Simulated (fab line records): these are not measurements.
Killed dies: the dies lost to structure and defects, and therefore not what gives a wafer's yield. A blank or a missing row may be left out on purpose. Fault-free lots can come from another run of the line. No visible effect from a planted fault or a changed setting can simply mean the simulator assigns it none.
fab line records	flow sky130
record lots=12	wafers=36	last-day=50
route steps=708 shown NWELL@79 VT_ADJUST_LVTN@106 POLY_GATE@228 PAD_OPEN@708
lots with no fault: from the same line, run without faults
start-h: the number of hours between the record's first day and the start of the first shown wafer of the lot	wait-h: hours from the lot's prior step to this one	" same as the row above	L1.1+2: one row covering several wafers at once	- value missing, or start not given	* or withheld: withheld	< > ~ a bound
route shown NAME@n: names a module that has steps shown in the file, with the first one's number in the route	usual: average and standard deviation across the fault-free wafers	same: alike in all rows	chamber/n: place in a boat	sites: readings site by site	_std_site: standard deviation of those values	_edge_site: the outer-site mean with the inner-site mean subtracted	radius-mm: for every site, how far away it sits from the centre of the wafer	mask NAME#n: copy n	behind: the tool/chamber that last shaped the wafer	hold: why the lot was held/for how many hours/how that ended	device: transistor that didn't switch, given as n, p or np	end of line: the route-end tests of the same wafers	a step given without rows: its recipe and nothing more	killed: dies lost to structure and defects at the first sort, not the wafer's yield	map: per-die view of a wafer (x killed, . not killed, _ where there is no die)
set.NAME: setting as actually run; set.NAME@STEP: the setting as run at that earlier step	model.NAME: the simulator's own value behind a step, which no gauge read
route steps across a sampled set of lots; one table per step, one row per wafer
services: the hour from which a tool's chamber was out of use, counted from the record's first day as start-h (under 0 if before that day), plus the number of hours and why
## steps
# step SKY_NWELL_TW_MEAS_26
# usual NWELL_2_TW=499/4.8
lot.wafer	tool	chamber	start-h	wait-h	NWELL_2_TW
L911.3	film-metro-02	-	117.10	0.1	507
L911.5	"	-	"	"	507
L911.6	"	-	"	"	506
L912.2	film-metro-03	-	117.70	0.1	497
L912.3	"	-	"	"	498
L912.5	"	-	"	"	499
L916.1	film-metro-04	-	138.73	0.1	494
L916.2	"	-	"	"	495
L916.4	"	-	"	"	493
L922.3	film-metro-03	-	180.08	0.1	495
L922.5	"	-	"	"	494
L922.6	"	-	"	"	495
L925.2	film-metro-04	-	198.79	0.1	497
L925.3	"	-	"	"	497
L925.4	"	-	"	"	494
L926.1	film-metro-03	-	204.73	0.1	495
L926.4	"	-	"	"	493
L926.6	"	-	"	"	494
L927.2	film-metro-02	-	206.22	0.1	501
L927.3	"	-	"	"	501
L927.5	"	-	"	"	502
L928.1	film-metro-04	-	212.23	0.1	498
L928.3	"	-	"	"	498
L928.5	"	-	"	"	497
L929.3	film-metro-02	-	221.70	0.1	508
L929.4	"	-	"	"	503
L929.6	"	-	"	"	506
L930.1	film-metro-04	-	227.86	0.1	496
L930.5	"	-	"	"	496
L930.6	"	-	"	"	499
L931.1	film-metro-04	-	232.59	0.1	496
L931.4	"	-	"	"	495
L931.5	"	-	"	"	497
L932.1	film-metro-02	-	236.64	0.1	510
L932.2	"	-	"	"	504
L932.5	"	-	"	"	503
# step SKY_VT_ADJUST_LVTN_STRIP_09
# recipe chemistry=O2/N2	power-w=1400	pressure-mtorr=1500	platen-temp-c=withheld	o2-flow-sccm=3000	n2-flow-sccm=300	overash-fraction=0.5
# usual drypump-motor-current-A=6.0/0.58	oes-product-au=0.722/0.0044	strip-time-to-endpoint-s=36.90/0.11
# same overash-fraction=0.5
lot.wafer	tool	chamber	start-h	wait-h	drypump-motor-current-A	oes-product-au	rf-hours-counter-h	strip-time-to-endpoint-s
L911.3	plasma-asher-01	1	155.33	0.1	5.7	0.726	-	37.03
L911.5	"	1	"	"	5.7	0.715	-	36.97
L911.6	"	0	"	"	5.9	0.721	-	37.02
L912.2	plasma-asher-02	1	155.65	0.1	4.9	0.725	3	36.97
L912.3	"	0	"	"	6.5	0.723	-	36.93
L912.5	"	0	"	"	6.5	0.724	-	37.01
L916.1	plasma-asher-02	0	179.13	0.1	6.5	0.719	5	36.99
L916.2	"	1	"	"	4.9	0.728	5	37.04
L916.4	"	1	"	"	4.9	0.725	-	36.94
L922.3	plasma-asher-04	1	224.38	0.1	6.4	0.722	-	36.66
L922.5	"	0	"	"	6.4	0.728	-	36.76
L922.6	"	1	"	"	6.4	0.714	-	36.78
L925.2	plasma-asher-02	1	244.41	0.1	4.8	0.725	11	36.92
L925.3	"	0	"	"	6.6	0.718	-	36.81
L925.4	"	1	"	"	4.9	0.719	-	36.97
L926.1	plasma-asher-02	1	251.11	0.1	4.9	0.719	12	36.68
L926.4	"	1	"	"	4.9	0.722	-	36.67
L926.6	"	0	"	"	6.5	0.722	-	36.81
L927.2	plasma-asher-04	0	252.49	0.1	6.4	0.718	53	36.94
L927.3	"	1	"	"	6.4	0.718	-	36.83
L927.5	"	1	"	"	6.4	0.718	-	36.81
L928.1	plasma-asher-04	1	259.99	0.1	6.5	0.726	54	36.92
L928.3	"	0	"	"	6.4	0.729	-	36.80
L928.5	"	0	"	"	6.4	0.729	-	37.01
L929.3	plasma-asher-02	1	269.79	0.1	4.9	0.723	-	37.00
L929.4	"	0	"	"	6.6	0.723	-	37.05
L929.6	"	0	"	"	6.5	0.724	-	37.10
L930.1	plasma-asher-02	1	276.09	0.1	4.9	0.728	14	36.83
L930.5	"	0	"	"	6.6	0.723	-	37.02
L930.6	"	1	"	"	4.9	0.710	-	36.93
L931.1	plasma-asher-04	1	281.54	0.1	6.4	0.715	56	36.90
L931.4	"	0	"	"	6.4	0.722	-	36.84
L931.5	"	1	"	"	6.4	0.729	-	36.87
L932.1	plasma-asher-04	0	287.01	0.1	6.5	0.719	57	36.84
L932.2	"	1	"	"	6.5	0.729	57	36.95
L932.5	"	1	"	"	6.4	0.728	-	36.89
# step SKY_VT_ADJUST_LVTN_EXPOSE_15
# recipe mask-id=HVN_STD_DERIVED	na=0.6	source-shape=conventional	sigma-outer=0.6	polarization=unpolarized	target-cd-nm=600	dose-mj=163
lot.wafer	tool	chamber	start-h	wait-h	mask
L911.3+5+6	iline-stepper-02	0	165.26	-	HVN_STD_DERIVED#0
L912.2+3+5	iline-stepper-02	0	165.93	-	HVN_STD_DERIVED#0
L916.1+2+4	iline-stepper-01	0	189.97	-	HVTPM#0
L922.3+5+6	iline-stepper-01	0	235.97	-	HVN_STD_DERIVED#0
L925.2+3+4	iline-stepper-01	0	256.52	-	HVN_STD_DERIVED#0
L926.1+4+6	iline-stepper-02	0	263.43	-	HVN_STD_DERIVED#0
L927.2+3+5	iline-stepper-01	0	265.32	-	HVN_STD_DERIVED#0
L928.1+3+5	iline-stepper-02	0	272.25	-	HVN_STD_DERIVED#0
L929.3+4+6	iline-stepper-02	0	282.43	-	HVN_STD_DERIVED#0
L930.1+5+6	iline-stepper-02	0	289.32	-	HVN_STD_DERIVED#0
L931.1+4+5	iline-stepper-02	0	294.76	-	HVN_STD_DERIVED#0
L932.1+2+5	iline-stepper-01	0	300.40	-	HVN_STD_DERIVED#0
# step SKY_VT_ADJUST_LVTN_OVL_MEAS_18
# usual VT_ADJUST_LVTN_01_OVL=0.7/1.6
lot.wafer	tool	chamber	start-h	wait-h	VT_ADJUST_LVTN_01_OVL[nm]
L911.3	overlay-02	-	174.91	0.1	3.9
L911.5	"	-	"	"	3.3
L911.6	"	-	"	"	4.0
L912.2	overlay-01	-	175.90	0.1	-0.6
L912.3	"	-	"	"	0.9
L912.5	"	-	"	"	2.2
L916.1	overlay-02	-	200.79	0.1	-
L916.2	"	-	"	"	-
L916.4	"	-	"	"	-
L922.3	overlay-01	-	247.45	0.1	1.0
L922.5	"	-	"	"	-0.7
L922.6	"	-	"	"	-1.3
L925.2	overlay-01	-	268.23	0.1	0.6
L925.3	"	-	"	"	-0.5
L925.4	"	-	"	"	0.6
L926.1	overlay-02	-	275.26	0.1	2.6
L926.4	"	-	"	"	1.2
L926.6	"	-	"	"	2.2
L927.2	overlay-01	-	277.01	0.1	0.8
L927.3	"	-	"	"	2.4
L927.5	"	-	"	"	1.2
L928.1	overlay-01	-	284.02	0.1	1.4
L928.3	"	-	"	"	2.7
L928.5	"	-	"	"	4.1
L929.3	overlay-02	-	295.07	0.1	3.4
L929.4	"	-	"	"	0.1
L929.6	"	-	"	"	1.4
L930.1	overlay-01	-	301.71	0.1	0.8
L930.5	"	-	"	"	2.1
L930.6	"	-	"	"	0.9
L931.1	overlay-01	-	307.71	0.1	2.7
L931.4	"	-	"	"	1.9
L931.5	"	-	"	"	0.6
L932.1	overlay-02	-	313.09	0.1	-0.3
L932.2	"	-	"	"	0.0
L932.5	"	-	"	"	-2.0
# step SKY_VT_ADJUST_LVTN_TW_MEAS_21
# usual VT_ADJUST_LVTN_2_TW=190.0/1.6
lot.wafer	tool	chamber	start-h	wait-h	VT_ADJUST_LVTN_2_TW
L911.3	film-metro-03	-	175.20	0.1	188.5
L911.5	"	-	"	"	188.3
L911.6	"	-	"	"	187.9
L912.2	film-metro-02	-	176.19	0.1	191.3
L912.3	"	-	"	"	190.6
L912.5	"	-	"	"	189.9
L916.1	film-metro-01	-	201.08	0.1	30.2
L916.2	"	-	"	"	30.3
L916.4	"	-	"	"	30.1
L922.3	film-metro-03	-	247.75	0.1	187.4
L922.5	"	-	"	"	189.1
L922.6	"	-	"	"	187.4
L925.2	film-metro-01	-	268.52	0.1	189.9
L925.3	"	-	"	"	190.8
L925.4	"	-	"	"	190.3
L926.1	film-metro-01	-	275.54	0.1	191.4
L926.4	"	-	"	"	191.0
L926.6	"	-	"	"	191.2
L927.2	film-metro-02	-	277.30	0.1	191.9
L927.3	"	-	"	"	191.2
L927.5	"	-	"	"	190.9
L928.1	film-metro-03	-	284.31	0.1	190.9
L928.3	"	-	"	"	190.6
L928.5	"	-	"	"	191.1
L929.3	film-metro-02	-	295.36	0.1	189.7
L929.4	"	-	"	"	189.7
L929.6	"	-	"	"	190.0
L930.1	film-metro-01	-	301.99	0.1	190.2
L930.5	"	-	"	"	191.2
L930.6	"	-	"	"	191.0
L931.1	film-metro-01	-	307.99	0.1	190.5
L931.4	"	-	"	"	190.8
L931.5	"	-	"	"	190.7
L932.1	film-metro-03	-	313.38	0.1	187.9
L932.2	"	-	"	"	189.1
L932.5	"	-	"	"	187.8
# step SKY_POLY_GATE_OVL_MEAS_14
# usual POLY_GATE_OVL=3/5.1
lot.wafer	tool	chamber	start-h	wait-h	POLY_GATE_OVL[nm]
L911.3	overlay-01	-	389.65	0.1	0
L911.5	"	-	"	"	2
L911.6	"	-	"	"	2
L912.2	overlay-01	-	389.93	0.1	-1
L912.3	"	-	"	"	0
L912.5	"	-	"	"	0
L916.1	overlay-02	-	425.19	0.1	-2
L916.2	"	-	"	"	6
L916.4	"	-	"	"	6
L922.3	overlay-02	-	486.39	0.1	16
L922.5	"	-	"	"	4
L922.6	"	-	"	"	8
L925.2	overlay-02	-	511.98	0.1	8
L925.3	"	-	"	"	1
L925.4	"	-	"	"	6
L926.1	overlay-01	-	520.94	0.1	3
L926.4	"	-	"	"	9
L926.6	"	-	"	"	7
L927.2	overlay-01	-	523.53	0.1	-4
L927.3	"	-	"	"	0
L927.5	"	-	"	"	3
L928.1	overlay-02	-	530.14	0.1	3
L928.3	"	-	"	"	-1
L928.5	"	-	"	"	-5
L929.3	overlay-02	-	541.75	0.1	10
L929.4	"	-	"	"	8
L929.6	"	-	"	"	3
L930.1	overlay-01	-	546.54	0.1	-4
L930.5	"	-	"	"	-3
L930.6	"	-	"	"	-1
L931.1	overlay-01	-	556.38	0.1	7
L931.4	"	-	"	"	3
L931.5	"	-	"	"	-3
L932.1	overlay-01	-	559.73	0.1	17
L932.2	"	-	"	"	16
L932.5	"	-	"	"	15
# step SKY_PAD_OPEN_PROBE_99
# usual killed_at_M0_to_M3=43/7.6	killed_at_M4_up=2.9/1.7	killed-at-contacts=24/5.5	killed-at-front-end=15/4.2	killed-at-other=0.3/0.52	killed-dies=86/9.4	killed-on-rim=17/4	killed-open=47/7	killed-short=39/6.4
# same gross-dies=492	killed-at-back-side=0
lot.wafer	tool	chamber	start-h	wait-h	killed_at_M0_to_M3	killed_at_M4_up	killed-at-contacts	killed-at-front-end	killed-at-other	killed-dies	killed-on-rim	killed-open	killed-short
L916.1	prober-02	-	1114.89	0.1	31	3	18	440	0	492	96	38	30
L916.2	prober-02	-	1114.94	0.1	47	0	30	415	0	492	96	54	38
L916.4	prober-02	-	1115.04	0.2	45	1	24	422	0	492	96	37	45
L922.3	prober-02	-	1152.03	0.2	46	4	25	23	0	98	18	53	45
L922.5	prober-02	-	1152.13	0.2	39	0	22	7	0	68	15	27	40
L922.6	prober-02	-	1152.18	0.2	37	2	30	17	0	86	15	54	32
# killed by level:class
L916.1 VT_ADJUST_LVTN:area-expose=424 CONTACT:geometric-particle:open=6 FIELD_ISO:geometric-particle:short=5 VIA1:geometric-particle:open=5 VIA3:geometric-particle:open=5 VIA2:geometric-particle:open=5 FIELD_ISO:geometric-particle:open=4 CONTACT:geometric-particle:short=4
L916.2 VT_ADJUST_LVTN:area-expose=400 VIA1:geometric-particle:open=17 LI_CONTACT:geometric-particle:open=10 CONTACT:geometric-particle:short=8 CONTACT:geometric-particle:open=7 METAL1:geometric-particle:short=7 VIA1:geometric-particle:short=7 VIA2:geometric-particle:open=6
L916.4 VT_ADJUST_LVTN:area-expose=410 VIA1:geometric-particle:open=12 LI_CONTACT:geometric-particle:short=8 METAL2:geometric-particle:short=8 VIA3:geometric-particle:open=6 LI_CONTACT:geometric-particle:open=5 CONTACT:geometric-particle:short=5 CONTACT:geometric-particle:open=5
L922.3 VIA1:geometric-particle:open=12 CONTACT:geometric-particle:open=9 VIA2:geometric-particle:open=8 FIELD_ISO:geometric-particle:short=7 POLY_GATE:geometric-particle:short=7 LOCAL_INTERCONNECT:geometric-particle:short=7 FIELD_ISO:geometric-particle:open=6 LI_CONTACT:geometric-particle:open=6
L922.5 VIA3:geometric-particle:short=8 VIA1:geometric-particle:open=8 LI_CONTACT:geometric-particle:open=6 CONTACT:geometric-particle:short=5 CONTACT:geometric-particle:open=5 LOCAL_INTERCONNECT:geometric-particle:short=4 METAL2:geometric-particle:short=4 VIA2:geometric-particle:open=4
L922.6 CONTACT:geometric-particle:open=13 LI_CONTACT:geometric-particle:open=8 FIELD_ISO:geometric-particle:open=7 VIA1:geometric-particle:open=7 VIA3:geometric-particle:open=7 VIA2:geometric-particle:open=6 CONTACT:geometric-particle:short=6 METAL2:geometric-particle:short=5
## services
tool	chamber	start-h	hours	kind
iline-stepper-01	-	140.64	1.7	pm
plasma-asher-02	-	146.40	5.3	repair
iline-stepper-02	-	162.57	1.7	pm
iline-stepper-01	0	162.94	-	calibration
iline-stepper-01	-	164.24	2.1	pm
iline-stepper-01	-	166.32	-	consumable-replace:lamp
iline-stepper-02	0	201.16	-	calibration
plasma-asher-04	-	202.63	2.8	pm
iline-stepper-02	-	216.19	4.0	repair
iline-stepper-01	-	221.75	0.7	repair
plasma-asher-02	-	232.91	1.6	repair
plasma-asher-02	-	235.55	0.8	repair
plasma-asher-02	-	256.78	2.8	pm
plasma-asher-01	-	281.11	2.8	pm
iline-stepper-01	-	285.41	1.6	repair
plasma-asher-02	-	286.43	2.3	repair
## key
first-sign step=SKY_VT_ADJUST_LVTN_EXPOSE_15	reading=mask	direction=changed
effect step=SKY_VT_ADJUST_LVTN_OVL_MEAS_18	reading=VT_ADJUST_LVTN_01_OVL	direction=missing
effect step=SKY_VT_ADJUST_LVTN_TW_MEAS_21	reading=VT_ADJUST_LVTN_2_TW	direction=down	sigmas=99+	usual=190.0	struck=30.2
effect step=SKY_PAD_OPEN_PROBE_99	reading=killed-at-front-end	direction=up	sigmas=98	usual=15	struck=426
more-kills-born-at SKY_VT_ADJUST_LVTN_EXPOSE_15@iline-stepper-01=1234
met-at SKY_VT_ADJUST_LVTN_EXPOSE_15
struck-lots L916
tester-left-out L916
not-acting-at SKY_NWELL_TW_MEAS_26,SKY_VT_ADJUST_LVTN_STRIP_09,SKY_POLY_GATE_OVL_MEAS_14
fault kind=wrong-mask	tool=any	chamber=-	onset-h=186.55	steps=SKY_VT_ADJUST_LVTN_EXPOSE_15	aux-copy=HVTPM#0	scope=struck-lots-only
# tester-left-out: of these lots the tester's yield and bins aren't shown, on N5 and GAA mostly nor the transistor test; their killed dies are dies lost to structure and defects alone, not to doping, threshold or leakage, so they don't give the yield
